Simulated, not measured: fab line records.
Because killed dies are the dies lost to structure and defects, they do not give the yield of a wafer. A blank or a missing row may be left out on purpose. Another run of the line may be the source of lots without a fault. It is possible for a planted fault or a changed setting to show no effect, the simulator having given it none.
Which of the tools did it?    flow sky130    30 wafers from 10 lots sampled at 5 of the route's 708 steps

== WHAT THE GAUGES READ, wafer by wafer ==
SKY_SD_N_CD_MEAS_07: the cd target is 380 nm.
lot   measured      on         cd-nm (nm)
L230  day 27 14:36  cd-sem-02  382.5 383.5 384.3
L233  day 29 11:45  cd-sem-02  379.5 380.3 380.4
L234  day 29 14:32  cd-sem-01  381.8 382.9 382.4
L235  day 30 03:29  cd-sem-02  378.2 378.3 377.5
L237  day 30 16:17  cd-sem-02  376.6 377.7 377.6
L239  day 31 07:05  cd-sem-01  382.3 382.1 383.7
L243  day 32 04:52  cd-sem-02  380.2 382.1 384.4
L246  day 33 07:11  cd-sem-01  382.7 384.0 384.7
L251  day 35 13:15  cd-sem-01  380.5 384.4 379.6
L252  day 35 16:16  cd-sem-02  384.2 382.4 381.8

SKY_LOCAL_INTERCONNECT_RS_MEAS_01: measurement is done with a four-point probe.
lot   measured      on             LOCAL_INTERCONNECT_TIN_RS (ohm/sq)
L230  day 28 22:56  film-metro-03  14.31 14.30 14.01
L233  day 30 17:26  film-metro-03  14.05 14.05 14.06
L234  day 30 19:52  film-metro-02  14.09 14.07 14.07
L235  day 31 07:15  film-metro-02  14.29 14.23 14.21
L237  day 31 18:44  film-metro-02  13.86 13.77 14.05
L239  day 32 13:36  film-metro-02  14.25 14.10 14.22
L243  day 33 11:15  film-metro-04  13.85 13.83 13.74
L246  day 34 11:43  film-metro-04  14.20 39.25 39.01
L251  day 36 18:20  film-metro-02  14.30 14.09 14.24
L252  day 36 22:25  film-metro-03  13.89 13.95 14.01

SKY_LOCAL_INTERCONNECT_THK_MEAS_02: measures by xrf.
lot   measured      on             LOCAL_INTERCONNECT_TIN_THK (nm)
L230  day 28 23:03  film-metro-03  97.5 97.6 99.5
L233  day 30 17:34  film-metro-03  99.3 99.5 99.0
L234  day 30 19:59  film-metro-02  97.8 97.5 97.7
L235  day 31 07:22  film-metro-02  96.5 97.1 97.6
L237  day 31 18:51  film-metro-02  99.2 100.0 98.7
L239  day 32 13:43  film-metro-02  97.0 97.5 97.2
L243  day 33 11:22  film-metro-04  100.0 100.8 101.2
L246  day 34 11:49  film-metro-04  98.1 38.0 38.4
L251  day 36 18:27  film-metro-02  96.7 98.8 96.9
L252  day 36 22:31  film-metro-03  100.1 99.6 99.8

== TOOL THAT RAN EACH LOT (tool first, then ch and the chambers of the sampled wafers, then the start) ==
lot   SKY_LI_CONTACT_STRIP_16               SKY_LOCAL_INTERCONNECT_SPUTTER_00
L230  plasma-asher-03 ch 0,1, day 28 21:49  pvd-sputter-02, day 28 22:51
L233  plasma-asher-01 ch 0,1, day 30 16:19  pvd-sputter-03, day 30 17:23
L234  plasma-asher-04 ch 0,1, day 30 18:43  pvd-sputter-01, day 30 19:47
L235  plasma-asher-01 ch 0,1, day 31 06:07  pvd-sputter-02, day 31 07:11
L237  plasma-asher-01 ch 0,1, day 31 17:37  pvd-sputter-01, day 31 18:40
L239  plasma-asher-01 ch 0,1, day 32 12:28  pvd-sputter-02, day 32 13:32
L243  plasma-asher-04 ch 0,1, day 33 10:07  pvd-sputter-03, day 33 11:10
L246  plasma-asher-01 ch 0,1, day 34 10:37  pvd-sputter-02, day 34 11:37
L251  plasma-asher-01 ch 1, day 36 16:43    pvd-sputter-03, day 36 18:16
L252  plasma-asher-01 ch 0,1, day 36 20:37  pvd-sputter-01, day 36 22:18
- SKY_LI_CONTACT_STRIP_16: strips in O2/N2.
- SKY_LOCAL_INTERCONNECT_SPUTTER_00: material TiN, target thk 100 nm, time 83.3 s.

== AS READ BY THE TOOLS THEMSELVES (means over the sampled wafers that have a number; for cases with no such wafer, the mark the record gives instead) ==
SKY_LI_CONTACT_STRIP_16.
lot   tool             drypump-motor-current-A (A)  o2-flow-sccm (sccm)  oes-product-au (a.u.)  strip-time-to-endpoint-s (s)
L230  plasma-asher-03  5.4                          2993                 0.378                  3.503
L233  plasma-asher-01  6.0                          2993                 0.378                  3.503
L234  plasma-asher-04  5.9                          3000                 0.377                  3.476
L235  plasma-asher-01  6.0                          3003                 0.375                  3.489
L237  plasma-asher-01  5.8                          2987                 0.370                  3.505
L239  plasma-asher-01  6.0                          3005                 0.378                  3.504
L243  plasma-asher-04  6.1                          3004                 0.376                  3.496
L246  plasma-asher-01  6.0                          2997                 0.374                  3.475
L251  plasma-asher-01  5.7                          3003                 0.371                  3.490
L252  plasma-asher-01  5.8                          2994                 0.378                  3.475

SKY_LOCAL_INTERCONNECT_SPUTTER_00.
lot   tool            throttle-valve-pct (%)
L230  pvd-sputter-02  31.7
L233  pvd-sputter-03  29.6
L234  pvd-sputter-01  30.9
L235  pvd-sputter-02  30.3
L237  pvd-sputter-01  30.5
L239  pvd-sputter-02  30.6
L243  pvd-sputter-03  30.2
L246  pvd-sputter-02  30.0
L251  pvd-sputter-03  30.2
L252  pvd-sputter-01  30.3

== THE ANSWER, worked out from the rows above alone ==
Rule: the lots themselves supply what counts as usual. The widest of any qualifying gaps counts: lots, ordered by their means at a reading, are off when they make up no more than a third of the lots, leave a main group of 4 or more, and stand apart from it by 3 or more times the standard deviation of that group's means. The tables above print the reading to a certain number of digits; a main group whose means all agree to those digits is not used. A lot without any number at a reading at which 4 lots or more have one is off too. The other lots that the step has rows for count as sound. The gauges are gone through in route order, then the tools' own readings, and for those a lot's mean is taken as printed above. At the first step where some lot is off, the reading lying furthest off is the one used; lots without a number count as furthest.
Off: L246, at SKY_LOCAL_INTERCONNECT_RS_MEAS_01 (LOCAL_INTERCONNECT_TIN_RS). For the main group the mean is 14.07 ohm/sq and the standard deviation 0.15.
A tool fits if, at a process step before that reading, it ran every lot that is off, and no sound lot after the first of them. Gauges at SKY_LOCAL_INTERCONNECT_RS_MEAS_01: tried the same way as those tools. 2 tools fit, pvd-sputter-02 at SKY_LOCAL_INTERCONNECT_SPUTTER_00 and film-metro-04 at SKY_LOCAL_INTERCONNECT_RS_MEAS_01, so this cannot tell which one it is.

== WHAT THE SIMULATOR HAD INSERTED ==
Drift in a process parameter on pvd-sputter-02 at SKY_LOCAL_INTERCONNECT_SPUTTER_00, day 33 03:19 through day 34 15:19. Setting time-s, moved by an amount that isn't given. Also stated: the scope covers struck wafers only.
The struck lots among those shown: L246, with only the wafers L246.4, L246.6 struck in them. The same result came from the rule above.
